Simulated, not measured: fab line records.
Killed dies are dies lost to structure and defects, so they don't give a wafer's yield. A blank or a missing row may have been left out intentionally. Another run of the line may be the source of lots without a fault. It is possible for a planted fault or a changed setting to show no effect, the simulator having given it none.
fab line records    flow sky130    part 2 of 2: steps 28 to 37 of 37
[record] lots = 5  wafers = 15  last-day = 50
route steps=708 shown NWELL@59 PWDE@84 VT_ADJUST_HVTP@85
lots with no fault: from the same line, run without faults
start-h: the number of hours between the record's first day and the start of the first shown wafer of the lot    wait-h: hours since the lot's step before    " as in the row above    L1.1+2: a single row standing in for several wafers    - no value, or no start given    * or withheld: withheld    < > ~ a bound
route shown NAME@n: names a module that has steps shown in the file, with the first one's number in the route    usual: mean/standard deviation of fault-free wafers    same: alike in all rows    chamber/n: place in a boat    sites: each site's reading    _std_site: the standard deviation of these    _edge_site: the outer-site mean with the inner-site mean subtracted    radius-mm: how far each site lies from the wafer's centre    mask NAME#n: copy n    behind: tool/chamber where the wafer was last shaped    hold: the reason the lot was held/the length of the hold in hours/how it ended    device: names the non-switching transistor (n, p or np)    end of line: tests run on the same wafers once the route is complete    a step given without rows: its recipe and nothing more    killed: not the wafer's yield, but the dies lost to structure and defects at the first sort    map: dies across one wafer; x = killed, . = not, _ = none there
set.NAME: the setting that was run; set.NAME@STEP: the one run at that earlier step    model.NAME: the simulator's own value behind a step, which no gauge read
lots seen at some steps along the route; tables by step, rows by wafer
services: from which hour (start-h, from the record's first day; less than 0 if before it) a tool's chamber was out of use, for how many hours, and why
[[steps]]
[step SKY_VT_ADJUST_HVTP_COAT_02]
[recipe] resist = NOVOLAK  spin-rpm = 3000  resist-thk-nm = 1140
lot.wafer   tool            chamber  start-h  wait-h
L076.4+5+6  litho-track-02  0        124.88   0.1
L084.3+5+6  litho-track-01  0        172.49   0.1
L087.1+5+6  litho-track-02  0        196.96   0.1
L092.3+4+5  litho-track-02  0        225.10   0.1
L093.2+4+5  litho-track-02  0        229.18   0.1
[step SKY_VT_ADJUST_HVTP_SOFTBAKE_03]
[recipe] temp-c = 90  time-s = 60  resist = NOVOLAK
[usual] plate-temp-C = 90.01/0.12
lot.wafer  tool            chamber  start-h  wait-h  plate-temp-C
L076.4     litho-track-02  0        125.03   0.1     90.12
L076.5     "               0        "        "       90.11
L076.6     "               0        "        "       90.28
L084.3     litho-track-01  0        172.64   0.1     90.15
L084.5     "               0        "        "       89.93
L084.6     "               0        "        "       89.89
L087.1     litho-track-02  0        197.11   0.1     90.06
L087.5     "               0        "        "       90.06
L087.6     "               0        "        "       90.11
L092.3     litho-track-02  0        225.25   0.1     89.98
L092.4     "               0        "        "       90.09
L092.5     "               0        "        "       90.05
L093.2     litho-track-02  0        229.33   0.1     90.11
L093.4     "               0        "        "       90.13
L093.5     "               0        "        "       90.15
[step SKY_VT_ADJUST_HVTP_EXPOSE_04]
[recipe] mask-id = HVTPM  na = 0.6  source-shape = conventional  sigma-outer = 0.6  polarization = unpolarized  target-cd-nm = 380  dose-mj = 140
[usual] stage-vel-mm-s = 500.05/0.21
[same] na = 0.6
lot.wafer  tool              chamber  start-h  wait-h  mask     stage-vel-mm-s
L076.4     iline-stepper-01  0        -        -       HVTPM#0  500.10
L076.5     "                 0        "        "       HVTPM#0  500.41
L076.6     "                 0        "        "       HVTPM#0  499.95
L084.3     iline-stepper-01  0        -        -       HVTPM#0  500.06
L084.5     "                 0        "        "       HVTPM#0  499.84
L084.6     "                 0        "        "       HVTPM#0  499.95
L087.1     iline-stepper-02  0        -        -       HVTPM#0  499.75
L087.5     "                 0        "        "       HVTPM#0  499.92
L087.6     "                 0        "        "       HVTPM#0  499.54
L092.3     iline-stepper-02  0        -        -       HVTPM#0  500.10
L092.4     "                 0        "        "       HVTPM#0  500.00
L092.5     "                 0        "        "       HVTPM#0  500.41
L093.2     iline-stepper-02  0        -        -       HVTPM#0  499.89
L093.4     "                 0        "        "       HVTPM#0  500.28
L093.5     "                 0        "        "       HVTPM#0  500.12
[step SKY_VT_ADJUST_HVTP_PEB_05]
[recipe] temp-c = withheld  time-s = *  resist = NOVOLAK
lot.wafer   tool            chamber  start-h  wait-h
L076.4+5+6  litho-track-03  0        -        -
L084.3+5+6  litho-track-02  0        -        -
L087.1+5+6  litho-track-02  0        -        -
L092.3+4+5  litho-track-03  0        -        -
L093.2+4+5  litho-track-01  0        -        -
[step SKY_VT_ADJUST_HVTP_DEVELOP_06]
[recipe] resist = NOVOLAK  developer = TMAH  develop-time-s = 60  dev-temp-c = 23
[usual] developer-temp-C = 23.00/0.1
[same] develop-time-s = 60
lot.wafer  tool            chamber  start-h  wait-h  developer-temp-C
L076.4     litho-track-03  0        134.40   0.1     23.13
L076.5     "               0        "        "       23.18
L076.6     "               0        "        "       23.20
L084.3     litho-track-02  0        183.21   0.1     22.95
L084.5     "               0        "        "       22.91
L084.6     "               0        "        "       22.97
L087.1     litho-track-02  0        207.46   0.1     23.14
L087.5     "               0        "        "       23.12
L087.6     "               0        "        "       23.03
L092.3     litho-track-03  0        236.47   0.1     22.90
L092.4     "               0        "        "       23.02
L092.5     "               0        "        "       22.97
L093.2     litho-track-01  0        240.11   0.1     23.08
L093.4     "               0        "        "       23.08
L093.5     "               0        "        "       23.00
[step SKY_VT_ADJUST_HVTP_CD_MEAS_07]
[recipe] target-cd-nm = 380
[usual] cd-nm = 380.5/2.6
lot.wafer  tool       chamber  start-h  wait-h  cd-nm
L076.4     cd-sem-01  -        134.53   0.1     377.4
L076.5     "          -        "        "       377.9
L076.6     "          -        "        "       377.5
L084.3     cd-sem-01  -        183.35   0.1     384.6
L084.5     "          -        "        "       382.4
L084.6     "          -        "        "       381.6
L087.1     cd-sem-01  -        207.61   0.1     381.0
L087.5     "          -        "        "       381.3
L087.6     "          -        "        "       379.3
L092.3     cd-sem-01  -        236.61   0.1     380.1
L092.4     "          -        "        "       378.5
L092.5     "          -        "        "       377.6
L093.2     cd-sem-02  -        240.26   0.1     381.4
L093.4     "          -        "        "       381.4
L093.5     "          -        "        "       380.3
[step SKY_VT_ADJUST_HVTP_OVL_MEAS_08]
[usual] VT_ADJUST_HVTP_OVL = 0.1/1.5
lot.wafer  tool        chamber  start-h  wait-h  VT_ADJUST_HVTP_OVL[nm]
L076.4     overlay-02  -        134.61   0.1     1.0
L076.5     "           -        "        "       -1.3
L076.6     "           -        "        "       0.0
L084.3     overlay-02  -        183.44   0.1     0.3
L084.5     "           -        "        "       0.9
L084.6     "           -        "        "       -0.1
L087.1     overlay-01  -        207.73   0.1     -1.0
L087.5     "           -        "        "       -1.9
L087.6     "           -        "        "       -1.8
L092.3     overlay-02  -        236.71   0.1     0.0
L092.4     "           -        "        "       0.3
L092.5     "           -        "        "       0.0
L093.2     overlay-01  -        240.37   0.1     0.8
L093.4     "           -        "        "       1.9
L093.5     "           -        "        "       0.5
[step SKY_VT_ADJUST_HVTP_IMPLANT_09]
[recipe] species = As  energy-kev = 150  dose-cm2 = 4.3e+12  tilt-deg = withheld
lot.wafer   tool          chamber  start-h  wait-h
L076.4+5+6  implanter-02  0        134.71   0.1
L084.3+5+6  implanter-03  0        183.51   0.1
L087.1+5+6  implanter-04  0        207.76   0.0
L092.3+4+5  implanter-04  0        236.78   0.1
L093.2+4+5  implanter-02  0        240.42   0.0
[step SKY_VT_ADJUST_HVTP_STRIP_10]
[recipe] chemistry = O2/N2  power-w = 1400  pressure-mtorr = 1500  platen-temp-c = withheld  o2-flow-sccm = 3000  n2-flow-sccm = 300  overash-fraction = 0.5
[usual] drypump-motor-current-A = 6.1/0.53  n2-flow-sccm = 300.0/0.88  oes-product-au = 0.716/0.0045  strip-time-to-endpoint-s = 14.17/0.034
lot.wafer  tool             chamber  start-h  wait-h  drypump-motor-current-A  n2-flow-sccm  oes-product-au  rf-hours-counter-h  strip-time-to-endpoint-s
L076.4     plasma-asher-04  0        134.81   0.1     6.6                      299.9         0.717           -                   14.17
L076.5     "                1        "        "       5.8                      299.8         0.719           -                   14.18
L076.6     "                0        "        "       6.6                      301.1         0.714           -                   14.16
L084.3     plasma-asher-01  0        183.64   0.1     6.6                      299.1         0.713           -                   14.14
L084.5     "                1        "        "       5.8                      299.8         0.713           -                   14.14
L084.6     "                0        "        "       6.6                      300.1         0.716           -                   14.15
L087.1     plasma-asher-01  1        207.91   0.1     5.8                      299.7         0.717           9                   14.22
L087.5     "                1        "        "       5.8                      301.4         0.717           -                   14.25
L087.6     "                0        "        "       6.6                      299.4         0.720           -                   14.24
L092.3     plasma-asher-01  0        236.91   0.1     6.6                      299.7         0.716           -                   14.14
L092.4     "                1        "        "       5.8                      300.0         0.721           -                   14.13
L092.5     "                0        "        "       6.7                      301.4         0.713           -                   14.12
L093.2     plasma-asher-01  0        240.55   0.1     6.6                      301.2         0.719           13                  14.17
L093.4     "                0        "        "       6.6                      300.4         0.708           -                   14.22
L093.5     "                1        "        "       5.8                      300.2         0.720           -                   14.14
[step SKY_VT_ADJUST_HVTP_TW_MEAS_11]
[usual] VT_ADJUST_HVTP_TW = 1363/15
lot.wafer  tool           chamber  start-h  wait-h  VT_ADJUST_HVTP_TW
L076.4     film-metro-03  -        134.91   0.1     1365
L076.5     "              -        "        "       1372
L076.6     "              -        "        "       1368
L084.3     film-metro-01  -        183.73   0.1     1334
L084.5     "              -        "        "       1345
L084.6     "              -        "        "       1349
L087.1     film-metro-04  -        208.01   0.1     1375
L087.5     "              -        "        "       1373
L087.6     "              -        "        "       1373
L092.3     film-metro-01  -        237.00   0.1     1349
L092.4     "              -        "        "       1352
L092.5     "              -        "        "       1351
L093.2     film-metro-03  -        240.66   0.1     1376
L093.4     "              -        "        "       1363
L093.5     "              -        "        "       1384
[[services]]
tool              chamber  start-h  hours  kind
implanter-01      -        97.18    10.6   repair
plasma-asher-01   -        108.75   9.0    pm
plasma-asher-01   0        108.75   9.0    vent-cycle
plasma-asher-01   1        108.75   9.0    vent-cycle
iline-stepper-02  -        109.95   1.7    pm
rtp-anneal-01     -        117.35   0.9    pm
plasma-asher-01   0        117.75   -      clean
plasma-asher-01   1        117.75   -      clean
rtp-anneal-01     -        118.27   2.6    pm
implanter-04      -        124.15   3.8    repair
iline-stepper-02  -        127.68   8.9    pm
implanter-04      -        133.44   10.2   repair
implanter-02      -        143.18   3.3    pm
plasma-asher-03   -        144.88   0.7    repair
plasma-asher-03   -        156.42   13.1   repair
implanter-01      -        158.94   7.6    repair
wet-bench-02      -        168.23   3.1    repair
plasma-asher-03   -        168.40   0.4    repair
rtp-anneal-02     -        179.66   4.0    pm
implanter-01      -        183.72   6.3    repair
implanter-02      -        194.94   1.6    repair
plasma-asher-03   -        213.50   2.7    repair
